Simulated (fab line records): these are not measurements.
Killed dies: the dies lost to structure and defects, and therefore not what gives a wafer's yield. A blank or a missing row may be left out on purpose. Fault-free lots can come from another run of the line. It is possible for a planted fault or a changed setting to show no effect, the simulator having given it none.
A struck lot beside a sound one | flow sky130 | 17 steps out of a route of 708
Sound: these wafers, L203.1, L203.5, L203.6. Wafers L224.3, L224.4, L224.6 were the ones struck. The cause comes at the end.
Order at every step that has rows: each side's tool, ch and its chambers, its first start. Under that, the readings that differ: sound wafers | struck wafers | difference of the means | sigmas: that difference in standard deviations of wafers without a fault.
alike: same words and numbers on both sides, and readings whose means sit less than 2 such deviations apart. not compared: any withheld reading, any reading some wafer has no value for, any bound like >300 that may hide the same value, and any number with overlapping values for which the record gives no deviation.
Wherever a step has rows on one side only, a row that says differs or no value, or a row with sigmas, the two part there. Numbers that don't overlap but have no deviation are shown without sigmas and don't part them. A reading that every wafer of one side lacks parts them only if that side has two wafers or more.

first, 2 steps without rows for these wafers: SKY_NWELL_IMPLANT_12; SKY_NWELL_IMPLANT_13.
SKY_NWELL_STRIP_14: strips in O2/N2.
  sound on plasmaAsher-02 ch 0,1, day 4 15:02; struck on plasmaAsher-01 ch 0,1, day 9 17:56
  alike: drypumpMotorCurrentA, n2FlowSccm, o2FlowSccm, oesProductAu, stripTimeToEndpointS
  not compared: rfHoursCounterH
SKY_NWELL_TW_MEAS_15:
  sound on filmMetro-01 at day 4 15:08; struck on filmMetro-01 at day 9 18:01
  alike: NWELL_TW
then, 7 steps without rows for these wafers: SKY_NWELL_DEHYDRATE_16 (time 60 s); SKY_NWELL_HMDS_17 (prime time 60 s); SKY_NWELL_COAT_18 (resist thk 3000 nm); SKY_NWELL_SOFTBAKE_19; SKY_NWELL_EXPOSE_20 (exposes mask NWM COMPLEMENT, target cd 840 nm); SKY_NWELL_PEB_21; SKY_NWELL_DEVELOP_22 (develop time 60 s).
SKY_NWELL_OVL_MEAS_23:
  sound on overlay-01 at day 5 07:01; struck on overlay-01 at day 10 15:43
  alike: NWELL_01_OVL
SKY_NWELL_IMPLANT_24:
  sound on implanter-01 ch 0, day 5 07:03; struck on implanter-01 ch 0, day 10 15:48
reading          | sound           | struck         | difference | sigmas
beamOnS (s)      | 9.66 10.00 9.94 | 8.74 8.51 8.83 | -1.17      | -6
faradayCurrentUA | 53.7 51.6 52.1  | 59.3 60.9 59.0 | +7.3       | +7
SKY_NWELL_STRIP_25: strips in O2/N2.
  sound on plasmaAsher-02 ch 0,1, day 5 07:12; struck on plasmaAsher-03 ch 0,1, day 10 15:56
  alike: drypumpMotorCurrentA, n2FlowSccm, o2FlowSccm, oesProductAu, stripTimeToEndpointS
  not compared: rfHoursCounterH
SKY_NWELL_TW_MEAS_26:
  sound on filmMetro-04 at day 5 07:18; struck on filmMetro-04 at day 10 16:01
reading    | sound       | struck      | difference | sigmas
NWELL_2_TW | 498 495 497 | 474 473 473 | -23        | -7
then, 1 step without rows for these wafers: SKY_NWELL_CLEAN_27 (cleans in SC1/SC2, time 150 s).
-- the record jumps here: 40 days lie between the struck wafers' starts before and after (it left off in module NWELL and takes up again in module PAD_OPEN, whose first step shown is number 708 of the route) --
SKY_PAD_OPEN_PROBE_99:
  sound on prober-01 at day 45 09:39; struck on prober-02 at day 50 11:15
reading                               | sound                         | struck                      | difference | sigmas
killed_at_M0_to_M3                    | 40 31 29                      | 49 41 51                    | +14        | +2
killedDies                            | 81 64 76                      | 91 89 97                    | +19        | +2
killedShort                           | 37 29 30                      | 46 50 37                    | +12        | +2
model.etest.pfet_16v.rOnOhmUm         | 1.552e+04 1.527e+04 1.549e+04 | 1.628e+04 1.658e+04 1.6e+04 | +8.600e+02 | 
model.etest.resIsoPwell.rsOhmSq       | 2860 2819 2883                | 3485 3658 3349              | +643       | 
model.etest.resPwellUnderGate.rsOhmSq | 2296 2307 2269                | 2523 2542 2531              | +241       | 
model.etest.resIsoPwell.lineOhmUm     | 1069 1062 1077                | 1341 1404 1274              | +270       | 
model.etest.pfet_16v.driveUaUm        | 234 238.1 237.3               | 230.7 225.9 229.9           | -7.6       | 
model.etest.resNwell.widthNm (nm)     | 831.9 834.1 829.5             | 849.6 852.8 848.6           | +18.5      | 
model.etest.fieldN.vtV (V)            | 35.46 35.37 35.83             | 32.94 33.35 32.46           | -2.64      | 
  alike: killed_at_M4_up, killedAtContacts, killedAtFrontEnd, killedAtOther, killedOpen

== WHERE THEY PART ==
First at SKY_NWELL_IMPLANT_24; last, within this record, at SKY_PAD_OPEN_PROBE_99.

WHY: whatever the simulator had introduced
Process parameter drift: implanter-01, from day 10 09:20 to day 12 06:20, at SKY_NWELL_IMPLANT_24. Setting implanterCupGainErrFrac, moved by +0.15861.
